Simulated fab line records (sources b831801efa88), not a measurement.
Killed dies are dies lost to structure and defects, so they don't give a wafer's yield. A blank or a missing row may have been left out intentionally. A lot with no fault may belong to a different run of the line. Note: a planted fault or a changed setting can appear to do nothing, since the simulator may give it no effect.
A single fault, viewed from 2 desks -- flow gf180mcu -- what lay behind the numbers comes last; until then each desk has only its own

## THE TOOL OWNER'S DESK: cvd w-02
The tool's own readings at GF_V2_CVD_23 (deposits W, target thk 350 nm, time 104.94 s): means of the sampled wafers that have a number, for each lot that ran on this tool. The brackets show how far a lot's mean lies from the usual mean; more than 4 standard deviations puts the lot out of limits, marked OUT.
Columns: A = heater power outer w at GF_V2_CVD_23, usual 530 W; B = heater power w at GF_V2_CVD_23, usual 857 W
lot,first seen here,A,B
L170,day 22 14:18,533,873
L182,day 26 13:59,531,884
L185,day 27 09:32,549,880
L187,day 27 20:14,536,890
Finding of this desk: none of the 4 lots has anything out of limits.

## THE METROLOGY DESK
Lot by lot, what the gauges showed, no matter which tool ran the lot: averages of those sampled wafers that carry a number. The brackets show how far a lot's mean lies from the usual mean; more than 4 standard deviations puts the lot out of limits, marked OUT.
Columns: A = V1_BOW at GF_V1_BOW_MEAS_05, usual 82 um; B = V2_BOW at GF_V2_BOW_MEAS_05, usual 100 um; C = V2_W_RS at GF_V2_RS_MEAS_24, usual 0.332 ohm/sq; D = V2_W_THK at GF_V2_THK_MEAS_25, usual 349 nm
lot,first seen here,A,B,C,D
L165,day 17 20:26,92,110,0.337,343
L168,day 18 12:52,85,106,0.338,345
L169,day 19 05:23,82,99,0.332,348
L170,day 19 10:05,77,95,0.326,353
L174,day 21 05:01,78,96,0.334,347
L176,day 22 10:25,84,103,0.335,349
L178,day 23 01:34,76,93,0.335,350
L182,day 23 17:42,85,100,0.331,350
L185,day 24 16:05,96,110,0.341,342
L186,day 24 22:35,81,101,0.332,351
L187,day 25 02:47,86,107,0.349,335
Finding of this desk: none of the 11 lots has anything out of limits.

## PUT TOGETHER
The tool owner's desk saw nothing out of limits.
Metrology desk: nothing out of limits seen.

## WHAT THE SIMULATOR HAD INSERTED
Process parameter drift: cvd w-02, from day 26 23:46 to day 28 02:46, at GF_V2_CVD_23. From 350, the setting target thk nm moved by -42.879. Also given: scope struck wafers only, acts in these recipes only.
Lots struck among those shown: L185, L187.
